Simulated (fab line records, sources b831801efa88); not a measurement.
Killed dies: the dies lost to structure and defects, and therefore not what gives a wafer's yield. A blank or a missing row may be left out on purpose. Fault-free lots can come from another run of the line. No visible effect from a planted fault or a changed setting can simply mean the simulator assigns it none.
fab line records	flow gf180mcu
[record] lots = 24	wafers = 72	last_day = 34
route steps=602 shown CONTACT@302 M3@415 M4@458 V4@481
lots with no fault: from the same line, run without faults
start_h: hours from the record's first day to the start of the lot's first wafer shown	wait_h: time in hours since the lot's previous step	" same as the row above	L1.1+2: a single row standing in for several wafers	- value missing, or start not given	* or withheld: withheld	< > ~ a bound
route shown NAME@n: NAME is a module with steps in the file, n the number in the route of the first one	usual: mean/standard deviation of fault-free wafers	same: alike in all rows	chamber/n: place in a boat	sites: each site's reading	_std_site: the values' standard deviation	_edge_site: inner sites' mean taken away from outer sites' mean	radius_mm: for every site, how far away it sits from the centre of the wafer	mask NAME#n: copy n	behind: tool/chamber where the wafer was last shaped	hold: what put the lot on hold/how long, in hours/how the hold closed	device: which transistor (n, p or np) failed to switch	end of line: the tests these same wafers got at the end of their route	a step with no rows: only its recipe	killed: dies that structure and defects cost at the first sort, which is not the same as the wafer's yield	map: dies across one wafer; x = killed, . = not, _ = none there
set.NAME: the setting that was run; set.NAME@STEP: the one run at that earlier step	model.NAME: the simulator's own value behind a step, which no gauge read
one table for each step of the route and one row for each wafer, over a sample of lots
services: the hour from which a tool's chamber was out of use, counted from the record's first day as start_h (under 0 if before that day), plus the number of hours and why
[[steps]]
[step GF_CONTACT_OVL_MEAS_15]
[usual] CONTACT_OVL = -6/5.7
lot.wafer	tool	chamber	start_h	wait_h	CONTACT_OVL[nm]
L074.1	overlay-01	-	346.79	0.1	-7
L074.2	"	-	"	"	-10
L074.3	"	-	"	"	-9
L075.1	overlay-02	-	353.49	0.1	0
L075.5	"	-	"	"	1
L075.6	"	-	"	"	-1
L077.2	overlay-02	-	379.77	0.1	-6
L077.3	"	-	"	"	-9
L077.5	"	-	"	"	-8
L076.2	overlay-02	-	381.18	0.1	-1
L076.5	"	-	"	"	-3
L076.6	"	-	"	"	1
L078.2	overlay-02	-	391.25	0.1	-12
L078.4	"	-	"	"	-14
L078.6	"	-	"	"	-16
L079.2	overlay-02	-	398.15	0.1	-2
L079.3	"	-	"	"	3
L079.4	"	-	"	"	1
L080.2	overlay-01	-	404.08	0.1	0
L080.5	"	-	"	"	-3
L080.6	"	-	"	"	-5
L081.2	overlay-02	-	423.90	0.1	-15
L081.5	"	-	"	"	-14
L081.6	"	-	"	"	-23
L082.1	overlay-01	-	427.19	0.1	-1
L082.2	"	-	"	"	-7
L082.3	"	-	"	"	-6
L083.1	overlay-02	-	428.18	0.1	-10
L083.2	"	-	"	"	-8
L083.4	"	-	"	"	-13
L084.2	overlay-01	-	432.80	0.1	-12
L084.3	"	-	"	"	-13
L084.4	"	-	"	"	-8
L085.2	overlay-02	-	439.62	0.1	-3
L085.3	"	-	"	"	-5
L085.5	"	-	"	"	-6
L086.1	overlay-01	-	451.59	0.1	-9
L086.2	"	-	"	"	-2
L086.5	"	-	"	"	-14
L087.1	overlay-01	-	469.38	0.1	1
L087.2	"	-	"	"	-4
L087.6	"	-	"	"	-2
L088.2	overlay-02	-	471.58	0.1	-6
L088.4	"	-	"	"	-5
L088.5	"	-	"	"	1
L089.1	overlay-02	-	482.29	0.1	-8
L089.2	"	-	"	"	-10
L089.3	"	-	"	"	-7
L090.4	overlay-01	-	488.91	0.1	-3
L090.5	"	-	"	"	0
L090.6	"	-	"	"	-8
L091.4	overlay-01	-	501.63	0.1	-7
L091.5	"	-	"	"	-1
L091.6	"	-	"	"	-11
L092.2	overlay-02	-	505.53	0.1	1
L092.3	"	-	"	"	6
L092.6	"	-	"	"	1
L093.1	overlay-01	-	516.36	0.1	-8
L093.4	"	-	"	"	-8
L093.5	"	-	"	"	-1
L095.1	overlay-02	-	529.29	0.1	-1
L095.5	"	-	"	"	-3
L095.6	"	-	"	"	-4
L094.1	overlay-02	-	530.17	0.1	-14
L094.2	"	-	"	"	-11
L094.6	"	-	"	"	-7
L096.1	overlay-02	-	535.81	0.1	1
L096.2	"	-	"	"	-6
L096.4	"	-	"	"	-6
L097.2	overlay-02	-	549.19	0.1	-10
L097.3	"	-	"	"	-12
L097.5	"	-	"	"	-9
[step GF_M3_THK_MEAS_06]
[recipe] thk_meas_gauge = xrf	reads = AlCu_of_M3_SPUTTER_02
[usual] M3_ALCU_THK = 456/5.2
lot.wafer	tool	chamber	start_h	wait_h	M3_ALCU_THK[nm]
L074.1	film_metro-01	-	446.49	0.1	453
L074.2	"	-	"	"	465
L074.3	"	-	"	"	460
L075.1	film_metro-02	-	453.13	0.1	453
L075.5	"	-	"	"	462
L075.6	"	-	"	"	452
L077.2	film_metro-02	-	482.34	0.1	461
L077.3	"	-	"	"	457
L077.5	"	-	"	"	458
L076.2	film_metro-02	-	484.82	0.1	455
L076.5	"	-	"	"	459
L076.6	"	-	"	"	453
L078.2	film_metro-01	-	493.38	0.1	446
L078.4	"	-	"	"	457
L078.6	"	-	"	"	445
L079.2	film_metro-02	-	502.05	0.1	454
L079.3	"	-	"	"	458
L079.4	"	-	"	"	456
L080.2	film_metro-03	-	507.58	0.1	450
L080.5	"	-	"	"	454
L080.6	"	-	"	"	447
L081.2	film_metro-03	-	525.97	0.1	452
L081.5	"	-	"	"	454
L081.6	"	-	"	"	449
L082.1	film_metro-01	-	530.59	0.1	463
L082.2	"	-	"	"	463
L082.3	"	-	"	"	448
L083.1	film_metro-02	-	531.26	0.1	463
L083.2	"	-	"	"	462
L083.4	"	-	"	"	461
L084.2	film_metro-02	-	534.79	0.1	462
L084.3	"	-	"	"	462
L084.4	"	-	"	"	460
L085.2	film_metro-01	-	542.15	0.1	449
L085.3	"	-	"	"	453
L085.5	"	-	"	"	450
L086.1	film_metro-01	-	553.25	0.1	455
L086.2	"	-	"	"	456
L086.5	"	-	"	"	455
L087.1	film_metro-01	-	571.77	0.1	456
L087.2	"	-	"	"	460
L087.6	"	-	"	"	451
L088.2	film_metro-01	-	573.45	0.1	450
L088.4	"	-	"	"	450
L088.5	"	-	"	"	449
L089.1	film_metro-01	-	584.07	0.1	466
L089.2	"	-	"	"	453
L089.3	"	-	"	"	469
L090.4	film_metro-03	-	589.42	0.1	457
L090.5	"	-	"	"	459
L090.6	"	-	"	"	460
L091.4	film_metro-01	-	601.98	0.1	460
L091.5	"	-	"	"	451
L091.6	"	-	"	"	463
L092.2	film_metro-02	-	605.49	0.1	447
L092.3	"	-	"	"	453
L092.6	"	-	"	"	448
L093.1	film_metro-01	-	613.06	0.1	453
L093.4	"	-	"	"	471
L093.5	"	-	"	"	457
L095.1	film_metro-03	-	625.82	0.1	466
L095.5	"	-	"	"	462
L095.6	"	-	"	"	459
L094.1	film_metro-02	-	627.46	0.1	459
L094.2	"	-	"	"	463
L094.6	"	-	"	"	453
L096.1	film_metro-02	-	632.89	0.1	454
L096.2	"	-	"	"	454
L096.4	"	-	"	"	458
L097.2	film_metro-02	-	644.07	0.1	461
L097.3	"	-	"	"	449
L097.5	"	-	"	"	456
[step GF_M4_SPUTTER_02]
[recipe] material = AlCu	target_thk_nm = 450	power_w = 10600	time_s = 23.9	chamber_pressure_pa = 0.4
[usual] throttle_valve_pct = 30.4/0.89
lot.wafer	tool	chamber	start_h	wait_h	throttle_valve_pct
L074.1	pvd_sputter-02	-	494.78	0.0	28.4
L074.2	"	-	"	"	30.8
L074.3	"	-	"	"	30.4
L075.1	pvd_sputter-03	-	504.95	0.0	29.7
L075.5	"	-	"	"	30.3
L075.6	"	-	"	"	30.5
L077.2	pvd_sputter-03	-	534.08	0.0	31.6
L077.3	"	-	"	"	30.2
L077.5	"	-	"	"	31.7
L076.2	pvd_sputter-03	-	535.88	0.0	30.0
L076.5	"	-	"	"	31.4
L076.6	"	-	"	"	30.1
L078.2	pvd_sputter-04	-	544.06	0.0	30.8
L078.4	"	-	"	"	28.7
L078.6	"	-	"	"	28.5
L079.2	pvd_sputter-04	-	552.00	0.0	30.7
L079.3	"	-	"	"	30.8
L079.4	"	-	"	"	30.0
L080.2	pvd_sputter-03	-	558.02	0.0	31.2
L080.5	"	-	"	"	31.5
L080.6	"	-	"	"	31.1
L081.2	pvd_sputter-04	-	575.71	0.0	29.9
L081.5	"	-	"	"	30.7
L081.6	"	-	"	"	30.6
L082.1	pvd_sputter-03	-	579.01	0.0	30.8
L082.2	"	-	"	"	30.7
L082.3	"	-	"	"	31.8
L083.1	pvd_sputter-02	-	579.71	0.0	30.3
L083.2	"	-	"	"	28.2
L083.4	"	-	"	"	29.7
L084.2	pvd_sputter-04	-	582.91	0.0	30.7
L084.3	"	-	"	"	30.7
L084.4	"	-	"	"	28.7
L085.2	pvd_sputter-02	-	589.97	0.0	30.3
L085.3	"	-	"	"	30.9
L085.5	"	-	"	"	30.4
L086.1	pvd_sputter-03	-	602.05	0.0	31.6
L086.2	"	-	"	"	29.8
L086.5	"	-	"	"	30.6
L087.1	pvd_sputter-04	-	617.50	0.0	28.7
L087.2	"	-	"	"	30.8
L087.6	"	-	"	"	30.8
L088.2	pvd_sputter-02	-	619.08	0.0	29.7
L088.4	"	-	"	"	30.4
L088.5	"	-	"	"	27.9
L089.1	pvd_sputter-02	-	630.49	0.0	29.6
L089.2	"	-	"	"	28.0
L089.3	"	-	"	"	30.7
L090.4	pvd_sputter-04	-	634.52	0.0	30.8
L090.5	"	-	"	"	29.8
L090.6	"	-	"	"	30.7
L091.4	pvd_sputter-04	-	646.53	0.0	28.9
L091.5	"	-	"	"	28.8
L091.6	"	-	"	"	30.1
L092.2	pvd_sputter-03	-	649.78	0.0	30.0
L092.3	"	-	"	"	31.0
L092.6	"	-	"	"	30.6
L093.1	pvd_sputter-03	-	656.53	0.0	30.4
L093.4	"	-	"	"	31.4
L093.5	"	-	"	"	31.7
L095.1	pvd_sputter-03	-	668.34	0.0	30.5
L095.5	"	-	"	"	31.3
L095.6	"	-	"	"	30.6
L094.1	pvd_sputter-04	-	670.21	0.0	30.7
L094.2	"	-	"	"	30.0
L094.6	"	-	"	"	30.9
L096.1	pvd_sputter-03	-	675.78	0.0	29.9
L096.2	"	-	"	"	31.5
L096.4	"	-	"	"	31.7
L097.2	pvd_sputter-04	-	684.39	0.0	30.9
L097.3	"	-	"	"	28.8
L097.5	"	-	"	"	30.0
[step GF_M4_THK_MEAS_06]
[recipe] thk_meas_gauge = xrf	reads = AlCu_of_M4_SPUTTER_02
[usual] M4_ALCU_THK = 457/5.2
lot.wafer	tool	chamber	start_h	wait_h	M4_ALCU_THK[nm]
L074.1	film_metro-04	-	494.99	0.1	456
L074.2	"	-	"	"	457
L074.3	"	-	"	"	456
L075.1	film_metro-04	-	505.16	0.1	460
L075.5	"	-	"	"	460
L075.6	"	-	"	"	459
L077.2	film_metro-01	-	534.30	0.1	459
L077.3	"	-	"	"	456
L077.5	"	-	"	"	456
L076.2	film_metro-04	-	536.10	0.1	460
L076.5	"	-	"	"	456
L076.6	"	-	"	"	457
L078.2	film_metro-04	-	544.28	0.1	460
L078.4	"	-	"	"	467
L078.6	"	-	"	"	463
L079.2	film_metro-02	-	552.22	0.1	464
L079.3	"	-	"	"	453
L079.4	"	-	"	"	456
L080.2	film_metro-01	-	558.24	0.1	465
L080.5	"	-	"	"	462
L080.6	"	-	"	"	460
L081.2	film_metro-01	-	575.93	0.1	455
L081.5	"	-	"	"	458
L081.6	"	-	"	"	458
L082.1	film_metro-02	-	579.22	0.1	462
L082.2	"	-	"	"	460
L082.3	"	-	"	"	461
L083.1	film_metro-04	-	579.92	0.1	449
L083.2	"	-	"	"	451
L083.4	"	-	"	"	450
L084.2	film_metro-01	-	583.13	0.1	455
L084.3	"	-	"	"	449
L084.4	"	-	"	"	462
L085.2	film_metro-04	-	590.19	0.1	450
L085.3	"	-	"	"	450
L085.5	"	-	"	"	451
L086.1	film_metro-01	-	602.27	0.1	460
L086.2	"	-	"	"	460
L086.5	"	-	"	"	461
L087.1	film_metro-04	-	617.71	0.1	466
L087.2	"	-	"	"	454
L087.6	"	-	"	"	461
L088.2	film_metro-01	-	619.30	0.1	449
L088.4	"	-	"	"	452
L088.5	"	-	"	"	452
L089.1	film_metro-01	-	630.70	0.1	451
L089.2	"	-	"	"	457
L089.3	"	-	"	"	456
L090.4	film_metro-01	-	634.74	0.1	456
L090.5	"	-	"	"	453
L090.6	"	-	"	"	461
L091.4	film_metro-01	-	646.77	0.1	459
L091.5	"	-	"	"	460
L091.6	"	-	"	"	449
L092.2	film_metro-01	-	650.00	0.1	458
L092.3	"	-	"	"	461
L092.6	"	-	"	"	465
L093.1	film_metro-01	-	656.74	0.1	456
L093.4	"	-	"	"	456
L093.5	"	-	"	"	460
L095.1	film_metro-01	-	668.55	0.1	469
L095.5	"	-	"	"	461
L095.6	"	-	"	"	463
L094.1	film_metro-04	-	670.42	0.1	456
L094.2	"	-	"	"	448
L094.6	"	-	"	"	449
L096.1	film_metro-04	-	675.99	0.1	452
L096.2	"	-	"	"	455
L096.4	"	-	"	"	457
L097.2	film_metro-04	-	684.61	0.1	452
L097.3	"	-	"	"	456
L097.5	"	-	"	"	445
[step GF_M4_OVL_MEAS_15]
[usual] M4_OVL = -1/5.5
lot.wafer	tool	chamber	start_h	wait_h	M4_OVL[nm]
L074.1	overlay-02	-	519.29	0.1	-6
L074.2	"	-	"	"	-7
L074.3	"	-	"	"	-3
L075.1	overlay-02	-	528.81	0.1	11
L075.5	"	-	"	"	4
L075.6	"	-	"	"	5
L077.2	overlay-02	-	557.24	0.1	-9
L077.3	"	-	"	"	-1
L077.5	"	-	"	"	-3
L076.2	overlay-02	-	558.90	0.1	2
L076.5	"	-	"	"	-1
L076.6	"	-	"	"	-1
L078.2	overlay-01	-	566.91	0.1	-4
L078.4	"	-	"	"	-4
L078.6	"	-	"	"	-10
L079.2	overlay-01	-	575.26	0.1	2
L079.3	"	-	"	"	4
L079.4	"	-	"	"	-3
L080.2	overlay-02	-	580.91	0.1	7
L080.5	"	-	"	"	0
L080.6	"	-	"	"	-1
L081.2	overlay-02	-	598.01	0.1	3
L081.5	"	-	"	"	0
L081.6	"	-	"	"	-1
L082.1	overlay-02	-	600.69	0.1	3
L082.2	"	-	"	"	1
L082.3	"	-	"	"	-4
L083.1	overlay-02	-	602.29	0.1	5
L083.2	"	-	"	"	7
L083.4	"	-	"	"	9
L084.2	overlay-02	-	604.61	0.1	-2
L084.3	"	-	"	"	2
L084.4	"	-	"	"	-2
L085.2	overlay-02	-	611.99	0.1	0
L085.3	"	-	"	"	2
L085.5	"	-	"	"	4
L086.1	overlay-01	-	623.66	0.1	4
L086.2	"	-	"	"	0
L086.5	"	-	"	"	4
L087.1	overlay-02	-	638.16	0.1	3
L087.2	"	-	"	"	-2
L087.6	"	-	"	"	-1
L088.2	overlay-02	-	639.81	0.1	1
L088.4	"	-	"	"	3
L088.5	"	-	"	"	-3
L089.1	overlay-01	-	651.49	0.1	-13
L089.2	"	-	"	"	-2
L089.3	"	-	"	"	-8
L090.4	overlay-02	-	654.47	0.1	1
L090.5	"	-	"	"	5
L090.6	"	-	"	"	0
L091.4	overlay-01	-	666.27	0.1	-5
L091.5	"	-	"	"	-2
L091.6	"	-	"	"	-6
L092.2	overlay-01	-	669.36	0.1	3
L092.3	"	-	"	"	6
L092.6	"	-	"	"	5
L093.1	overlay-01	-	674.69	0.1	6
L093.4	"	-	"	"	2
L093.5	"	-	"	"	8
L095.1	overlay-01	-	687.26	0.1	-4
L095.5	"	-	"	"	-5
L095.6	"	-	"	"	-5
L094.1	overlay-02	-	689.16	0.1	-14
L094.2	"	-	"	"	-9
L094.6	"	-	"	"	-4
L096.1	overlay-01	-	694.94	0.1	-4
L096.2	"	-	"	"	-2
L096.4	"	-	"	"	0
L097.2	overlay-02	-	702.09	0.1	-11
L097.3	"	-	"	"	0
L097.5	"	-	"	"	-10
[step GF_V4_BOW_MEAS_05]
[recipe] mode = bow
[usual] V4_BOW = 132/10
lot.wafer	tool	chamber	start_h	wait_h	V4_BOW[um]
L074.1	film_metro-03	-	520.56	0.1	147
L074.2	"	-	"	"	154
L074.3	"	-	"	"	147
L075.1	film_metro-02	-	530.09	0.2	107
L075.5	"	-	"	"	118
L075.6	"	-	"	"	121
L077.2	film_metro-02	-	558.52	0.2	132
L077.3	"	-	"	"	131
L077.5	"	-	"	"	142
L076.2	film_metro-03	-	560.17	0.3	125
L076.5	"	-	"	"	133
L076.6	"	-	"	"	139
L078.2	film_metro-02	-	568.31	0.3	132
L078.4	"	-	"	"	135
L078.6	"	-	"	"	141
L079.2	film_metro-04	-	576.54	0.3	146
L079.3	"	-	"	"	134
L079.4	"	-	"	"	129
L080.2	film_metro-04	-	582.19	0.3	132
L080.5	"	-	"	"	117
L080.6	"	-	"	"	120
L081.2	film_metro-04	-	599.30	0.3	144
L081.5	"	-	"	"	127
L081.6	"	-	"	"	139
L082.1	film_metro-02	-	602.21	0.1	134
L082.2	"	-	"	"	142
L082.3	"	-	"	"	148
L083.1	film_metro-04	-	603.64	0.1	150
L083.2	"	-	"	"	140
L083.4	"	-	"	"	136
L084.2	film_metro-03	-	605.90	0.3	136
L084.3	"	-	"	"	115
L084.4	"	-	"	"	128
L085.2	film_metro-02	-	613.44	0.3	128
L085.3	"	-	"	"	122
L085.5	"	-	"	"	117
L086.1	film_metro-04	-	625.02	0.3	129
L086.2	"	-	"	"	111
L086.5	"	-	"	"	123
L087.1	film_metro-04	-	639.55	0.1	132
L087.2	"	-	"	"	116
L087.6	"	-	"	"	106
L088.2	film_metro-04	-	641.09	0.2	141
L088.4	"	-	"	"	141
L088.5	"	-	"	"	140
L089.1	film_metro-03	-	653.15	0.2	120
L089.2	"	-	"	"	122
L089.3	"	-	"	"	134
L090.4	film_metro-03	-	655.81	0.2	135
L090.5	"	-	"	"	128
L090.6	"	-	"	"	139
L091.4	film_metro-02	-	667.58	0.3	114
L091.5	"	-	"	"	123
L091.6	"	-	"	"	125
L092.2	film_metro-03	-	670.81	0.3	131
L092.3	"	-	"	"	132
L092.6	"	-	"	"	137
L093.1	film_metro-03	-	675.95	0.2	128
L093.4	"	-	"	"	134
L093.5	"	-	"	"	138
L095.1	film_metro-02	-	688.52	0.1	117
L095.5	"	-	"	"	133
L095.6	"	-	"	"	112
L094.1	film_metro-04	-	690.45	0.1	134
L094.2	"	-	"	"	128
L094.6	"	-	"	"	140
L096.1	film_metro-03	-	697.03	0.1	150
L096.2	"	-	"	"	128
L096.4	"	-	"	"	157
L097.2	film_metro-03	-	703.37	0.1	133
L097.3	"	-	"	"	139
L097.5	"	-	"	"	139
[[services]]
tool	chamber	start_h	hours	kind
pvd_sputter-02	2	470.98	-	consumable_replace:kit
pvd_sputter-02	2	470.98	18.0	scheduled_down
pvd_sputter-02	2	470.98	18.0	vent_cycle
pvd_sputter-02	-	520.44	0.5	repair
pvd_sputter-03	1	523.20	-	consumable_replace:kit
pvd_sputter-03	1	523.20	18.0	scheduled_down
pvd_sputter-03	1	523.20	18.0	vent_cycle
pvd_sputter-02	-	582.64	3.7	repair
pvd_sputter-03	-	619.16	4.0	repair
pvd_sputter-04	2	621.76	-	consumable_replace:kit
pvd_sputter-04	2	621.76	18.0	scheduled_down
pvd_sputter-04	2	621.76	18.0	vent_cycle
pvd_sputter-03	-	641.98	7.5	repair
pvd_sputter-03	0	668.43	-	consumable_replace:kit
pvd_sputter-03	0	668.43	18.0	scheduled_down
pvd_sputter-03	0	668.43	18.0	vent_cycle
[[key]]
fault none
